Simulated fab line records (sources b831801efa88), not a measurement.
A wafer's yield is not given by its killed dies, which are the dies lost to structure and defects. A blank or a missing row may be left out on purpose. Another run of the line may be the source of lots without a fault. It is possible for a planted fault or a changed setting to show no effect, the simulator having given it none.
Comparing a struck lot with a sound one	flow gf180mcu	18 steps out of a route of 602
Sound: wafers L817.2, L817.3, L817.6. Struck: wafers L833.2, L833.5. (L833.1 of the same lot was not struck and is left out.) The cause comes at the end.
Order at every step that has rows: each side's tool, ch and its chambers, its first start. Under that, the readings that differ: sound wafers	struck wafers	difference of the means	sigmas: that difference in standard deviations of wafers without a fault.
alike: same words and numbers on both sides, and readings whose means sit less than 2 such deviations apart. not compared: any withheld reading, any reading some wafer has no value for, any bound like >300 that may hide the same value, and any number with overlapping values for which the record gives no deviation.
The two part at a step that has a row with sigmas, a row that says differs or no value, or rows on one side only. Numbers that have no deviation but don't overlap get no sigmas and don't part them. A reading missing from all wafers of one side parts the sides only when that side holds two or more wafers.

first, 5 steps without rows for these wafers: GF_V2_COAT_09 (resist thk 1000 nm); GF_V2_SOFTBAKE_10 (time 60 s); GF_V2_EXPOSE_11 (exposes mask Via2, target cd 260 nm); GF_V2_PEB_12 (peb time 90 s); GF_V2_DEVELOP_13 (develop time 60 s).
GF_V2_CD_MEAS_14 targets a cd of 260 nm.
  struck on cd sem-01, day 26 23:20; sound on cd sem-02, day 21 16:13
  alike: cd nm
GF_V2_OVL_MEAS_15:
  struck on overlay-01, day 26 23:28; sound on overlay-01, day 21 16:19
  alike: V2_OVL
GF_V2_ETCH_16: etches BARC in N2/H2.
  sound on rie diel-04 ch 0,1,3, day 21 16:21; struck on rie diel-02 ch 0,1, day 26 23:29
reading	sound	struck	difference	sigmas
chamber pressure mTorr (mTorr)	30.065 29.994 30.013	29.964 29.976	-0.054	-2
  alike: drypump motor current A, oes product au, throttle valve pct
GF_V2_ETCH_17: etches SiO2 in C4F8/O2/Ar, stops on TiN, target depth 630 nm.
  sound: rie diel-04 ch 0,1,3; struck: rie diel-02 ch 0,1
  alike: chamber pressure mTorr, oes product au
GF_V2_STRIP_18: strips in O2/N2.
  sound on plasma asher-03 ch 0,1, day 21 16:29; struck on plasma asher-04 ch 0, day 26 23:37
  alike: chamber pressure mTorr, drypump motor current A, heater power w, o2 flow sccm, oes product au
  not compared: rf hours counter h
then, 2 steps without rows for these wafers: GF_V2_STRIP_19 (strips in post etch residue remover, time 1200 s); GF_V2_CLEAN_20 (cleans in DIW).
GF_V2_SPUTTER_21: material Ti, target thk 15 nm, time 80.02 s.
  struck on pvd sputter-04, day 27 00:10; sound on pvd sputter-02, day 21 17:01
reading	sound	struck	difference	sigmas
model.Ti_of_V2_SPUTTER_21.thk nm (nm)	15.23 15.43 15.33	28.3 28.43	+13.0	
  alike: throttle valve pct
GF_V2_SPUTTER_22: material TiN, target thk 10 nm, time 40 s.
  struck on pvd sputter-04, day 27 00:13; sound on pvd sputter-02, day 21 17:04
  alike: throttle valve pct
GF_V2_CVD_23: deposits W, target thk 350 nm, time 104.94 s.
  sound on cvd w-02 ch 0,1, day 21 17:07; struck on cvd w-01 ch 1, day 27 00:16
  alike: heater power w
GF_V2_RS_MEAS_24: measures by four-point-probe.
  struck on film metro-04, day 27 00:48; sound on film metro-03, day 21 17:14
reading	sound	struck	difference	sigmas
V2_W_RS (ohm/sq)	0.328 0.327 0.328	0.321 0.319	-0.008	-2
  not compared: hold
GF_V2_THK_MEAS_25: measures by xrf.
  struck on film metro-04, day 27 03:34; sound on film metro-03, day 21 17:21
reading	sound	struck	difference	sigmas
hold	- - -	await dispo/2.6h/release await dispo/2.6h/release	no value on the sound wafers	
  alike: V2_W_THK
GF_PASSIVATION_PROBE_99:
  the record has rows for the sound wafers here (prober-01, day 30 02:49) and none for the struck ones

WHERE THEY PART
Last at GF_PASSIVATION_PROBE_99 as far as this record goes, first at GF_V2_ETCH_16.

WHY: whatever the simulator had introduced
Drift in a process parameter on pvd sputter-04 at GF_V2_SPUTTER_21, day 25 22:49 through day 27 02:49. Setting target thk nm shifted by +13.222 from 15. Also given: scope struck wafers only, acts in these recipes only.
